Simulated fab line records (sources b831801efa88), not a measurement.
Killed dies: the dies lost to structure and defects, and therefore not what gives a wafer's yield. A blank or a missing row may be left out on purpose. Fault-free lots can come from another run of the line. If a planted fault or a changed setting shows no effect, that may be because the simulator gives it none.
Which tool is to blame? || flow gf180mcu || 39 wafers from 13 lots sampled at 4 of the route's 602 steps

== WHAT EACH GAUGE READ, for each wafer ==
GF_V5_RS_MEAS_24: the measuring method here is four-point-probe. Usual: V5_W_RS typically reads 0.328 ohm/sq, with standard deviation 0.0034.
{"lot": "L233", "measured": "day 27 07:14", "on": "film metro-02", "V5_W_RS (ohm/sq)": "0.330 0.333 0.332", "flag": ""}
{"lot": "L234", "measured": "day 27 18:52", "on": "film metro-04", "V5_W_RS (ohm/sq)": "0.335 0.322 0.336", "flag": ""}
{"lot": "L235", "measured": "day 28 03:43", "on": "film metro-02", "V5_W_RS (ohm/sq)": "0.333 0.323 0.326", "flag": ""}
{"lot": "L237", "measured": "day 28 11:01", "on": "film metro-01", "V5_W_RS (ohm/sq)": "0.331 0.319 0.330", "flag": ""}
{"lot": "L238", "measured": "day 28 19:16", "on": "film metro-01", "V5_W_RS (ohm/sq)": "0.330 0.332 0.324", "flag": ""}
{"lot": "L240", "measured": "day 29 11:49", "on": "film metro-01", "V5_W_RS (ohm/sq)": "0.328 0.325 0.327", "flag": ""}
{"lot": "L241", "measured": "day 29 18:22", "on": "film metro-01", "V5_W_RS (ohm/sq)": "0.333 0.329 0.331", "flag": ""}
{"lot": "L242", "measured": "day 30 04:20", "on": "film metro-02", "V5_W_RS (ohm/sq)": "0.328 0.330 0.326", "flag": ""}
{"lot": "L245", "measured": "day 31 02:34", "on": "film metro-01", "V5_W_RS (ohm/sq)": "0.330 0.328 0.328", "flag": ""}
{"lot": "L247", "measured": "day 31 10:34", "on": "film metro-02", "V5_W_RS (ohm/sq)": "0.329 0.333 0.332", "flag": ""}
{"lot": "L250", "measured": "day 32 03:52", "on": "film metro-04", "V5_W_RS (ohm/sq)": "0.327 0.326 0.333", "flag": ""}
{"lot": "L253", "measured": "day 33 00:55", "on": "film metro-02", "V5_W_RS (ohm/sq)": "0.324 0.329 0.331", "flag": ""}
{"lot": "L255", "measured": "day 33 10:58", "on": "film metro-02", "V5_W_RS (ohm/sq)": "0.323 0.330 0.322", "flag": ""}

GF_TOP_METAL_OVL_MEAS_15. Usual: TOP_METAL_OVL typically reads 0.4 nm, with standard deviation 1.2.
{"lot": "L233", "measured": "day 28 03:43", "on": "overlay-01", "TOP_METAL_OVL (nm)": "0.4 0.2 0.8", "flag": ""}
{"lot": "L234", "measured": "day 28 15:20", "on": "overlay-02", "TOP_METAL_OVL (nm)": "0.7 0.6 1.3", "flag": ""}
{"lot": "L235", "measured": "day 28 23:43", "on": "overlay-02", "TOP_METAL_OVL (nm)": "2.0 0.6 -0.1", "flag": ""}
{"lot": "L237", "measured": "day 29 07:24", "on": "overlay-01", "TOP_METAL_OVL (nm)": "1.4 1.6 1.2", "flag": ""}
{"lot": "L238", "measured": "day 29 15:10", "on": "overlay-02", "TOP_METAL_OVL (nm)": "0.5 0.1 -1.8", "flag": ""}
{"lot": "L240", "measured": "day 30 06:50", "on": "overlay-02", "TOP_METAL_OVL (nm)": "-2.0 -1.0 0.6", "flag": ""}
{"lot": "L241", "measured": "day 30 13:47", "on": "overlay-01", "TOP_METAL_OVL (nm)": "-0.1 1.7 1.9", "flag": ""}
{"lot": "L242", "measured": "day 30 23:02", "on": "overlay-02", "TOP_METAL_OVL (nm)": "-1.7 -1.5 -0.7", "flag": ""}
{"lot": "L245", "measured": "day 31 20:19", "on": "overlay-01", "TOP_METAL_OVL (nm)": "0.3 -1.8 -1.0", "flag": ""}
{"lot": "L247", "measured": "day 32 03:49", "on": "overlay-01", "TOP_METAL_OVL (nm)": "-0.6 -0.7 -0.6", "flag": ""}
{"lot": "L250", "measured": "day 32 20:56", "on": "overlay-01", "TOP_METAL_OVL (nm)": "-1.1 2.3 1.9", "flag": ""}
{"lot": "L253", "measured": "day 33 16:46", "on": "overlay-01", "TOP_METAL_OVL (nm)": "1.4 2.3 3.9", "flag": ""}
{"lot": "L255", "measured": "day 34 02:41", "on": "overlay-02", "TOP_METAL_OVL (nm)": "-0.7 -0.2 0.1", "flag": ""}

== WHAT TOOL EACH LOT RAN ON (gives the tool, then ch and the chambers of the sampled wafers, and finally the start) ==
{"lot": "L233", "GF_M4_SPUTTER_00": "pvd sputter-02, day 22 13:51", "GF_V5_ETCH_16": "rie diel-02 ch 0,2,3, day 27 06:16"}
{"lot": "L234", "GF_M4_SPUTTER_00": "pvd sputter-02, day 23 01:47", "GF_V5_ETCH_16": "rie diel-01 ch 1,2, day 27 17:58"}
{"lot": "L235", "GF_M4_SPUTTER_00": "pvd sputter-04, day 23 12:14", "GF_V5_ETCH_16": "rie diel-01 ch 0,2,3, day 28 02:47"}
{"lot": "L237", "GF_M4_SPUTTER_00": "pvd sputter-04, day 23 19:29", "GF_V5_ETCH_16": "rie diel-02 ch 1,2, day 28 10:05"}
{"lot": "L238", "GF_M4_SPUTTER_00": "pvd sputter-01, day 24 05:22", "GF_V5_ETCH_16": "rie diel-02 ch 2,3, day 28 18:20"}
{"lot": "L240", "GF_M4_SPUTTER_00": "pvd sputter-04, day 25 00:18", "GF_V5_ETCH_16": "rie diel-02 ch 0,1,3, day 29 10:55"}
{"lot": "L241", "GF_M4_SPUTTER_00": "pvd sputter-02, day 25 07:31", "GF_V5_ETCH_16": "rie diel-01 ch 1,2,3, day 29 17:25"}
{"lot": "L242", "GF_M4_SPUTTER_00": "pvd sputter-04, day 25 18:31", "GF_V5_ETCH_16": "rie diel-04 ch 1,2,3, day 30 03:26"}
{"lot": "L245", "GF_M4_SPUTTER_00": "pvd sputter-01, day 26 20:18", "GF_V5_ETCH_16": "rie diel-02 ch 1,2,3, day 31 01:37"}
{"lot": "L247", "GF_M4_SPUTTER_00": "pvd sputter-02, day 27 06:16", "GF_V5_ETCH_16": "rie diel-04 ch 0,1,3, day 31 09:37"}
{"lot": "L250", "GF_M4_SPUTTER_00": "pvd sputter-02, day 28 02:36", "GF_V5_ETCH_16": "rie diel-04 ch 0,1,2, day 32 02:58"}
{"lot": "L253", "GF_M4_SPUTTER_00": "pvd sputter-04, day 29 01:23", "GF_V5_ETCH_16": "rie diel-02 ch 0,2, day 33 00:01"}
{"lot": "L255", "GF_M4_SPUTTER_00": "pvd sputter-04, day 29 14:37", "GF_V5_ETCH_16": "rie diel-02 ch 0,1,3, day 33 10:02"}
- GF_M4_SPUTTER_00: material Ti, target thk 37.5 nm, time 150 s.
- GF_V5_ETCH_16: etches BARC in N2/H2.

== WHAT THE TOOLS THEMSELVES READ (means of the sampled wafers that have a number; where no wafer has one, the mark that the record gives instead) ==
GF_M4_SPUTTER_00. Usual: throttle valve pct 30.2 %, standard deviation 1.1.
{"lot": "L233", "tool": "pvd sputter-02", "throttle valve pct (%)": 29.6, "flag": ""}
{"lot": "L234", "tool": "pvd sputter-02", "throttle valve pct (%)": 31.1, "flag": ""}
{"lot": "L235", "tool": "pvd sputter-04", "throttle valve pct (%)": 29.5, "flag": ""}
{"lot": "L237", "tool": "pvd sputter-04", "throttle valve pct (%)": 29.4, "flag": ""}
{"lot": "L238", "tool": "pvd sputter-01", "throttle valve pct (%)": 30.8, "flag": ""}
{"lot": "L240", "tool": "pvd sputter-04", "throttle valve pct (%)": 29.5, "flag": ""}
{"lot": "L241", "tool": "pvd sputter-02", "throttle valve pct (%)": 31.6, "flag": ""}
{"lot": "L242", "tool": "pvd sputter-04", "throttle valve pct (%)": 29.6, "flag": ""}
{"lot": "L245", "tool": "pvd sputter-01", "throttle valve pct (%)": 31.0, "flag": ""}
{"lot": "L247", "tool": "pvd sputter-02", "throttle valve pct (%)": 31.1, "flag": ""}
{"lot": "L250", "tool": "pvd sputter-02", "throttle valve pct (%)": 31.1, "flag": ""}
{"lot": "L253", "tool": "pvd sputter-04", "throttle valve pct (%)": 29.2, "flag": ""}
{"lot": "L255", "tool": "pvd sputter-04", "throttle valve pct (%)": 29.7, "flag": ""}

GF_V5_ETCH_16. Usual: drypump motor current A 5.82 A, standard deviation 0.26; oes product au 0.855 a.u., standard deviation 0.0047; throttle valve pct 13.225 %, standard deviation 0.0094.
{"lot": "L233", "tool": "rie diel-02", "drypump motor current A (A)": 5.84, "oes product au (a.u.)": 0.857, "throttle valve pct (%)": 13.227, "flag": ""}
{"lot": "L234", "tool": "rie diel-01", "drypump motor current A (A)": 5.56, "oes product au (a.u.)": 0.856, "throttle valve pct (%)": 13.226, "flag": ""}
{"lot": "L235", "tool": "rie diel-01", "drypump motor current A (A)": 5.54, "oes product au (a.u.)": 0.854, "throttle valve pct (%)": 13.227, "flag": ""}
{"lot": "L237", "tool": "rie diel-02", "drypump motor current A (A)": 5.85, "oes product au (a.u.)": 0.857, "throttle valve pct (%)": 13.230, "flag": ""}
{"lot": "L238", "tool": "rie diel-02", "drypump motor current A (A)": 5.82, "oes product au (a.u.)": 0.863, "throttle valve pct (%)": 13.216, "flag": ""}
{"lot": "L240", "tool": "rie diel-02", "drypump motor current A (A)": 5.82, "oes product au (a.u.)": 0.858, "throttle valve pct (%)": 13.223, "flag": ""}
{"lot": "L241", "tool": "rie diel-01", "drypump motor current A (A)": 5.67, "oes product au (a.u.)": 0.855, "throttle valve pct (%)": 13.237, "flag": ""}
{"lot": "L242", "tool": "rie diel-04", "drypump motor current A (A)": 6.02, "oes product au (a.u.)": 0.853, "throttle valve pct (%)": 13.221, "flag": ""}
{"lot": "L245", "tool": "rie diel-02", "drypump motor current A (A)": 5.81, "oes product au (a.u.)": 0.854, "throttle valve pct (%)": 13.212, "flag": ""}
{"lot": "L247", "tool": "rie diel-04", "drypump motor current A (A)": 5.95, "oes product au (a.u.)": 0.854, "throttle valve pct (%)": 13.215, "flag": ""}
{"lot": "L250", "tool": "rie diel-04", "drypump motor current A (A)": 6.11, "oes product au (a.u.)": 0.852, "throttle valve pct (%)": 13.217, "flag": ""}
{"lot": "L253", "tool": "rie diel-02", "drypump motor current A (A)": 5.87, "oes product au (a.u.)": 0.854, "throttle valve pct (%)": 13.221, "flag": ""}
{"lot": "L255", "tool": "rie diel-02", "drypump motor current A (A)": 5.83, "oes product au (a.u.)": 0.852, "throttle valve pct (%)": 13.220, "flag": ""}

== THE ANSWER, worked out from the rows above alone ==
Rule: a lot counts as off when the mean over its wafers that have a number is more than 3 standard deviations away from the usual mean. A lot without any number at a reading at which 4 lots or more have one is off too. Any other lot the step has rows for is counted as sound. First the gauges in route order, then the tools' own readings, where a lot's mean is used as printed above. The first step at which some lot is off is used, and at that step the reading that is off furthest; a lot without a number counts as furthest.
Nothing can be told from this: no lot is off at any reading shown.

== WHAT THE SIMULATOR HAD INSERTED ==
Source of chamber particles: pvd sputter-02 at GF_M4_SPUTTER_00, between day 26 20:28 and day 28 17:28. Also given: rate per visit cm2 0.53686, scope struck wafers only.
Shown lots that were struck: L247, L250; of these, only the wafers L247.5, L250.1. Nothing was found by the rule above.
